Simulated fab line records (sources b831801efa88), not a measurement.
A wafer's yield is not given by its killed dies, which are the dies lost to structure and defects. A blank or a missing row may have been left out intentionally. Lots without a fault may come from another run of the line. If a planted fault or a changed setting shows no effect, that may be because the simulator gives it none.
Problem report, 8D (eight disciplines) form, completed by code || flow sfq-line || the parts of the form that need people (team, actions taken, sign-off) are left out

## 1. WHAT WENT WRONG
At SFQ_TRILAYER_M0_ETCH_METAL_ETCH_024, rf-fwd-power-W averages 694.5 W over 6 wafers from 2 lots, while fault-free wafers read 597.4 W, standard deviation 1.8. That puts it +54 standard deviations away from the usual mean.
The step: etches Nb in Cl2/Ar, stops on SiO2, target depth 240 nm, time 120 s.
The first sign was on wafer L752.3 at day 11 03:23, on rie-metal-04. The record has a number at this step for 18 wafers belonging to 6 lots. By rule, "out" or "out of limits" means more than 4 standard deviations away from the usual mean. The other wafers with a number count as sound.

## 2. WHAT IT IS, AND WHAT IT ISN'T
{"question": "which readings at this step", "is": "rf-fwd-power-W", "is not": "drypump-motor-current-A, oes-product-au"}
{"question": "which lots", "is": "L752, L754", "is not": "L740, L753, L757, L761"}
{"question": "which wafers of those lots", "is": "all that have a number", "is not": "-"}
{"question": "read on which tools", "is": "rie-metal-04", "is not": "rie-metal-01"}
{"question": "when", "is": "from day 11 03:23", "is not": "up to then (3 sound wafers); but 9 sound wafers of L753, L757, L761 came after"}

## 3. THE SUSPECTS, EACH WITH WHAT RULES IT OUT
Counting: a tool stays on the suspect list if, at a process step up to the reading, it processed all lots that are out and no sound lot following the first of them.
- rie-metal-04 at SFQ_TRILAYER_M0_BARC_OPEN_METAL_ETCH_031 (etches BARC in O2, target depth 125 nm, time 41.7 s): kept. All lots that are out passed through it, beginning with L752 at day 11 03:13, and no sound lot followed; its final sound lot before that point was L740 at day 7 22:22.
- rie-metal-04 at SFQ_TRILAYER_M0_ETCH_METAL_ETCH_024 (etches Nb in Cl2/Ar, stops on SiO2, target depth 240 nm, time 120 s): kept. All lots that are out passed through it, beginning with L752 at day 11 03:23, and no sound lot followed; its final sound lot before that point was L740 at day 7 22:27. Its own rf-fwd-power-W readings are out on those wafers.
What counting leaves: rie-metal-04 at SFQ_TRILAYER_M0_BARC_OPEN_METAL_ETCH_031 and rie-metal-04 at SFQ_TRILAYER_M0_ETCH_METAL_ETCH_024.

## 4. THE CAUSE (what the simulator had put in)
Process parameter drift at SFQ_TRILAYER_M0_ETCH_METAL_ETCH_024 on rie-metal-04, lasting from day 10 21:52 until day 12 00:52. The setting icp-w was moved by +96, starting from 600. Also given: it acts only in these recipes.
Counting leaves 2 suspects; this tool is one of them.

## 5. SEQUENCE OF EFFECTS, ordered by route
Each row: a reading where the mean over the struck wafers with a number is more than 3 standard deviations away from the usual. Readings are gone through only where the record gives a usual standard deviation; hours: the median, over the lots, of the time from a lot's start at the first step in this table giving one to that lot's start at this step; sigmas: the change measured in usual standard deviations.
{"hours": 0, "step": "SFQ_TRILAYER_M0_ETCH_METAL_ETCH_024", "reading": "rf-fwd-power-W", "usual": "597.4 W", "on struck wafers": 694.5, "change": "+97.1", "sigmas": "+54"}
Here are the process steps it includes:
- SFQ_TRILAYER_M0_ETCH_METAL_ETCH_024: etches Nb in Cl2/Ar, stops on SiO2, target depth 240 nm, time 120 s.

## 6. HOW IT WOULD HAVE BEEN CAUGHT EARLIER
In this record no reading fell out of limits until day 11 03:23, 6 hours after the fault had begun at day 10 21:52.
